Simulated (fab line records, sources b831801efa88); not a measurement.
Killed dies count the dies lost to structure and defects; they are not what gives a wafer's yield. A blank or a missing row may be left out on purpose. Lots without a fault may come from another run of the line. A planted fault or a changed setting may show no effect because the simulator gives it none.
A struck lot beside a sound one :: flow sfqLine :: 42 out of 325 route steps
Sound: these wafers, L231.1, L231.2, L231.6. The struck wafers were L242.3, L242.5, L242.6. The cause is given at the end.
Each step with rows lists, per side, the tool, then ch with its chambers, then its first start. Under that, the readings that differ: sound wafers :: struck wafers :: difference of the means :: sigmas: that difference in standard deviations of wafers without a fault.
alike: readings whose means differ by less than 2 such deviations, and words and numbers that are the same on both sides. not compared: withheld readings, readings that some wafer has no value for, bounds like >300 that may hide the same value, and numbers for which the record gives no deviation and whose values overlap.
Wherever a step has rows on one side only, a row that says differs or no value, or a row with sigmas, the two part there. Numbers that don't overlap but have no deviation are shown without sigmas and don't part them. A reading missing from all wafers of one side parts the sides only when that side holds two or more wafers.

SFQ_M3_OVL_MEAS_921:
  sound on overlay-01 at day 38 03:22; struck on overlay-02 at day 47 03:37
  alike: M3_OVL
then, 6 steps without rows for these wafers: SFQ_TRILAYER_M3_BARC_OPEN_METAL_ETCH_100 (etches BARC in O2, target depth 125 nm, time 41.7 s); SFQ_TRILAYER_M3_ETCH_METAL_ETCH_078 (etches Nb in Cl2/Ar, stops on SiO2, target depth 240 nm, time 120 s); SFQ_TRILAYER_M3_STRIP_STRIP_079 (strips in O2); SFQ_TRILAYER_M3_STRIP_SOLV_CLEAN_080 (cleans in NMP, time 600 s); SFQ_TRILAYER_I3_DEP_PECVD_081 (deposits SiO2 from SiH4/N2O, time 111.11 s, target thk 500 nm); SFQ_TRILAYER_I3_CMP_CMP_082 (polishes SiO2).
SFQ_I3_BOW_MEAS_922:
  sound on filmMetro-01 at day 39 19:05; struck on filmMetro-04 at day 47 12:22
  alike: I3_BOW
SFQ_TRILAYER_I3_METRO_MEASURE_083:
  sound on filmMetro-01 at day 39 19:13; struck on filmMetro-04 at day 47 12:51
  alike: thkNm
then, 3 steps without rows for these wafers: SFQ_TRILAYER_I3_VIA_LITHO_COAT_090 (resist thk 62 nm); SFQ_TRILAYER_I3_VIA_LITHO_COAT_085 (resist thk 650 nm); SFQ_TRILAYER_I3_VIA_LITHO_SOFTBAKE_089.
SFQ_TRILAYER_I3_VIA_LITHO_EXPOSE_086: exposes mask I3, target cd 500 nm.
  sound on krfScanner-01 ch 0, day 40 00:50; struck on krfScanner-01 ch 0, day 47 16:59
reading: model.I3.overlayXNm (nm)
sound: -5.449 -5.449 -5.449
struck: 148.2 148.2 148.2
difference: +153.6
sigmas: 
  alike: mask
then, 2 steps without rows for these wafers: SFQ_TRILAYER_I3_VIA_LITHO_PEB_088 (peb time 60 s); SFQ_TRILAYER_I3_VIA_LITHO_DEVELOP_087 (time 60 s).
SFQ_I3_OVL_MEAS_923:
  sound on overlay-01 at day 40 02:20; struck on overlay-01 at day 47 18:05
reading: I3_OVL (nm)
sound: -3 -2 -4
struck: 151 156 153
difference: +156
sigmas: +26
SFQ_TRILAYER_I3_VIA_BARC_OPEN_VIA_ETCH_121: etches BARC in O2, target depth 125 nm, time 41.7 s.
  sound on rieDiel-02 ch 1,2,3, day 40 02:22; struck on rieDiel-02 ch 0,3, day 47 18:07
  alike: drypumpMotorCurrentA, oesProductAu
  not compared: rfHoursCounterH
then, 5 steps without rows for these wafers: SFQ_TRILAYER_I3_VIA_ETCH_VIA_ETCH_088 (etches SiO2 in CHF3, stops on Nb, target depth 260 nm); SFQ_TRILAYER_I3_VIA_STRIP_STRIP_089 (strips in O2); SFQ_TRILAYER_I3_VIA_STRIP_SOLV_CLEAN_090 (cleans in NMP, time 600 s); SFQ_TRILAYER_M4_DEP_PRE_CLEAN_092 (time 22.5 s); SFQ_TRILAYER_M4_DEP_SPUTTER_091 (material Nb, target thk 200 nm, time 133.3 s).
SFQ_M4_RS_MEAS_924: uses a four-point probe to measure.
  sound on filmMetro-03 at day 40 03:25; struck on filmMetro-03 at day 47 19:12
  alike: M4_NB_RS
then, 6 steps without rows for these wafers: SFQ_TRILAYER_M4_LITHO_COAT_098 (resist thk 62 nm); SFQ_TRILAYER_M4_LITHO_COAT_093 (resist thk 600 nm); SFQ_TRILAYER_M4_LITHO_SOFTBAKE_097; SFQ_TRILAYER_M4_LITHO_EXPOSE_094 (exposes mask M4, target cd 500 nm); SFQ_TRILAYER_M4_LITHO_PEB_096 (peb time 60 s); SFQ_TRILAYER_M4_LITHO_DEVELOP_095 (time 60 s).
-- the record jumps here: 5 days lie between the struck wafers' starts before and after --
SFQ_M4_OVL_MEAS_926:
  sound on overlay-01 at day 44 04:22; struck on overlay-02 at day 52 11:46
  alike: M4_OVL
SFQ_TRILAYER_M4_BARC_OPEN_METAL_ETCH_123: etches BARC in O2, target depth 125 nm, time 41.7 s.
  sound on rieMetal-03 ch 0,1, day 44 04:24; struck on rieMetal-01 ch 0,1, day 52 11:49
  alike: drypumpMotorCurrentA, oesProductAu
  not compared: rfHoursCounterH
SFQ_TRILAYER_M4_ETCH_METAL_ETCH_096: etches Nb in Cl2/Ar, stops on SiO2, target depth 240 nm, time 120 s.
  sound on rieMetal-03 ch 0,1, day 44 04:28; struck on rieMetal-01 ch 0,1, day 52 11:53
  alike: drypumpMotorCurrentA, oesProductAu
  not compared: rfHoursCounterH
then, 2 steps without rows for these wafers: SFQ_TRILAYER_M4_STRIP_STRIP_097 (strips in O2); SFQ_TRILAYER_M4_STRIP_SOLV_CLEAN_098 (cleans in NMP, time 600 s).
SFQ_TRILAYER_I4_DEP_PECVD_099: deposits SiO2 from SiH4/N2O, time 111.11 s, target thk 500 nm.
  sound on pecvd-02 ch 1,2, day 44 05:22; struck on pecvd-02 ch 1,2, day 52 12:46
  alike: heaterPowerW, throttleValvePct
then, 1 step without rows for these wafers: SFQ_TRILAYER_I4_CMP_CMP_100 (polishes SiO2).
SFQ_I4_BOW_MEAS_927:
  sound on filmMetro-03 at day 44 08:29; struck on filmMetro-01 at day 52 15:53
  alike: I4_BOW
then, 4 steps without rows for these wafers: SFQ_TRILAYER_I4_METRO_MEASURE_101; SFQ_TRILAYER_I4_VIA_LITHO_COAT_108 (resist thk 62 nm); SFQ_TRILAYER_I4_VIA_LITHO_COAT_103 (resist thk 650 nm); SFQ_TRILAYER_I4_VIA_LITHO_SOFTBAKE_107.
-- the record jumps here: 31 days lie between the struck wafers' starts before and after --
SFQ_M8_BOW_MEAS_951:
  sound on filmMetro-02 at day 75 15:34; struck on filmMetro-01 at day 83 13:14
reading: model.etest.i3.linkOhm
sound: 1.952 1.938 1.956
struck: 2.024 2.02 2.031
difference: +0.076
sigmas: 
  alike: M8_BOW

## WHERE THEY PART
Within this record, at SFQ_I3_OVL_MEAS_923 only. Later steps at which nothing parts them and some readings are alike: SFQ_TRILAYER_I3_VIA_BARC_OPEN_VIA_ETCH_121, SFQ_M4_RS_MEAS_924, SFQ_M4_OVL_MEAS_926, SFQ_TRILAYER_M4_BARC_OPEN_METAL_ETCH_123, SFQ_TRILAYER_M4_ETCH_METAL_ETCH_096, SFQ_TRILAYER_I4_DEP_PECVD_099, SFQ_I4_BOW_MEAS_927, SFQ_M8_BOW_MEAS_951.

WHY: what the simulator had put in
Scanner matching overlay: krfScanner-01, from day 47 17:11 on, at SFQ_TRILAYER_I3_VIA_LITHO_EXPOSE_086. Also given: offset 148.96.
